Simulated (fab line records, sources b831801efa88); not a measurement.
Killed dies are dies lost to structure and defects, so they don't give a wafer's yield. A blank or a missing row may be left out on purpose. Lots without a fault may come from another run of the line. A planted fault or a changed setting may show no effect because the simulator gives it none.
Split-lot experiment | flow sfq_line | 5 lots, 23 wafers read, on a route of 325 steps

THE SPLIT
At SFQ_TRILAYER_M2_LITHO_EXPOSE_058 (exposes mask M2, target cd 500 nm), the setting dose_mj was moved away from the recipe's 14.4 on 7 of the 23 wafers read, by -2.7% to +7.2%. The other wafers ran this setting at the recipe's value.

FROM THE SPLIT TO THE READING: what the file shows between them, 1 step
- SFQ_TRILAYER_M2_BARC_OPEN_METAL_ETCH_077: etches BARC in O2, target depth 125 nm, time 41.7 s (also split here: time_s)

THE READING
M2.cd_nm (the simulator's own value, which no gauge read), in nm, at SFQ_TRILAYER_M2_ETCH_METAL_ETCH_060 (etches Nb in Cl2/Ar, stops on SiO2, target depth 240 nm, time 120 s). The file gives no usual value for it. The 16 wafers here that ran the recipe average 499.7 nm, standard deviation 1.5 nm.

wafer  | tool, chamber at the split | dose_mj as run | against the recipe | M2.cd_nm, nm | against lot-mates on the recipe
L074.1 | krf_scanner-01, 0          | 14.4           | recipe             | 499.7        | -
L074.4 | krf_scanner-01, 0          | 14.4           | recipe             | 500.8        | -
L074.6 | krf_scanner-01, 0          | 14.4           | recipe             | 498.2        | -
L077.1 | krf_scanner-01, 0          | 15.44          | +7.2%              | 484.6        | -16.4
L077.2 | krf_scanner-01, 0          | 15.44          | +7.2%              | 491          | -10.0
L077.4 | krf_scanner-01, 0          | 14.4           | recipe             | 501.4        | -
L077.5 | krf_scanner-01, 0          | 15.44          | +7.2%              | 485.4        | -15.6
L077.6 | krf_scanner-01, 0          | 14.4           | recipe             | 500.7        | -
L080.1 | krf_scanner-01, 0          | 14.4           | recipe             | 498.7        | -
L080.2 | krf_scanner-01, 0          | 14.4           | recipe             | 502.4        | -
L080.3 | krf_scanner-01, 0          | 15.07          | +4.7%              | 493.7        | -6.8
L080.5 | krf_scanner-01, 0          | 14.4           | recipe             | 500.5        | -
L080.6 | krf_scanner-01, 0          | 15.07          | +4.7%              | 489.8        | -10.7
L081.2 | krf_scanner-01, 0          | 14.4           | recipe             | 499.7        | -
L081.3 | krf_scanner-01, 0          | 14.01          | -2.7%              | 504.7        | +4.5
L081.4 | krf_scanner-01, 0          | 14.01          | -2.7%              | 505.5        | +5.3
L081.5 | krf_scanner-01, 0          | 14.4           | recipe             | 500.2        | -
L081.6 | krf_scanner-01, 0          | 14.4           | recipe             | 500.8        | -
L083.1 | krf_scanner-01, 0          | 14.4           | recipe             | 496.4        | -
L083.2 | krf_scanner-01, 0          | 14.4           | recipe             | 499.1        | -
L083.3 | krf_scanner-01, 0          | 14.4           | recipe             | 497.6        | -
L083.4 | krf_scanner-01, 0          | 14.4           | recipe             | 499.6        | -
L083.6 | krf_scanner-01, 0          | 14.4           | recipe             | 498.9        | -

THE FIT
A straight line over all 23 wafers: M2.cd_nm changes by -1.77 nm for each +1% of dose_mj; r = -0.95; the points scatter about the line by 1.8 nm.
The same after taking each lot's own level away (the mean of its wafers on the recipe; 23 wafers): -1.92 nm for each +1%; r = -0.97; scatter 1.6 nm.
On that fit, the largest move of dose_mj shifts the reading by 14 nm.
The lots' own levels span 498.32 to 501.05 nm, that is 1.9 times the standard deviation above.
So the lot-to-lot level changes the slope little: the two slopes agree.
Check: with one of the wafers moved furthest among these (+7.2%) left out of the fit, the line predicts -13.1 nm for it against its lot-mates. It came out at -16.4 nm against them.

OTHER SPLITS ON THESE WAFERS
These wafers also went through other splits before the reading. Each is held against what the fit with the lots' levels taken away leaves over:
other split on the same wafers                   | wafers away from the commonest value | r with M2.cd_nm (lot level and that fit taken away)
SFQ_TRILAYER_L0_VIA_LITHO_COAT_018 resist_thk_nm | 7                                    | +0.07
SFQ_TRILAYER_I0_CMP_CMP_028 leave_above_ref_nm   | 9                                    | -0.07
SFQ_TRILAYER_I0_VIA_LITHO_COAT_036 spin_rpm      | 7                                    | +0.03
SFQ_TRILAYER_I0_VIA_ETCH_VIA_ETCH_034 source_w   | 6                                    | +0.12
SFQ_TRILAYER_M1_DEP_SPUTTER_037 time_s           | 11                                   | +0.34
SFQ_TRILAYER_I1_VIA_LITHO_COAT_049 spin_rpm      | 5                                    | +0.18
SFQ_TRILAYER_I1_VIA_ETCH_VIA_ETCH_052 source_w   | 11                                   | +0.10
SFQ_TRILAYER_M2_BARC_OPEN_METAL_ETCH_077 time_s  | 4                                    | -0.12

THE WHOLE CHAIN: every reading that the file lists as answering this split, in the file's order
step                                     | what it does                                                        | reading                                                   | change (the file's fit)              | r (the file's)
SFQ_TRILAYER_M2_BARC_OPEN_METAL_ETCH_077 | etches BARC in O2, target depth 125 nm, time 41.7 s                 | M2.cd_nm (the simulator's own value, which no gauge read) | -1.61 nm for each +1% of the setting | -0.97
SFQ_TRILAYER_M2_ETCH_METAL_ETCH_060      | etches Nb in Cl2/Ar, stops on SiO2, target depth 240 nm, time 120 s | M2.cd_nm (the simulator's own value, which no gauge read) | -1.91 nm for each +1% of the setting | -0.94

THE FILE'S OWN FIT
M2.cd_nm changes by -1.91 nm for each +1% of dose_mj, r = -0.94.
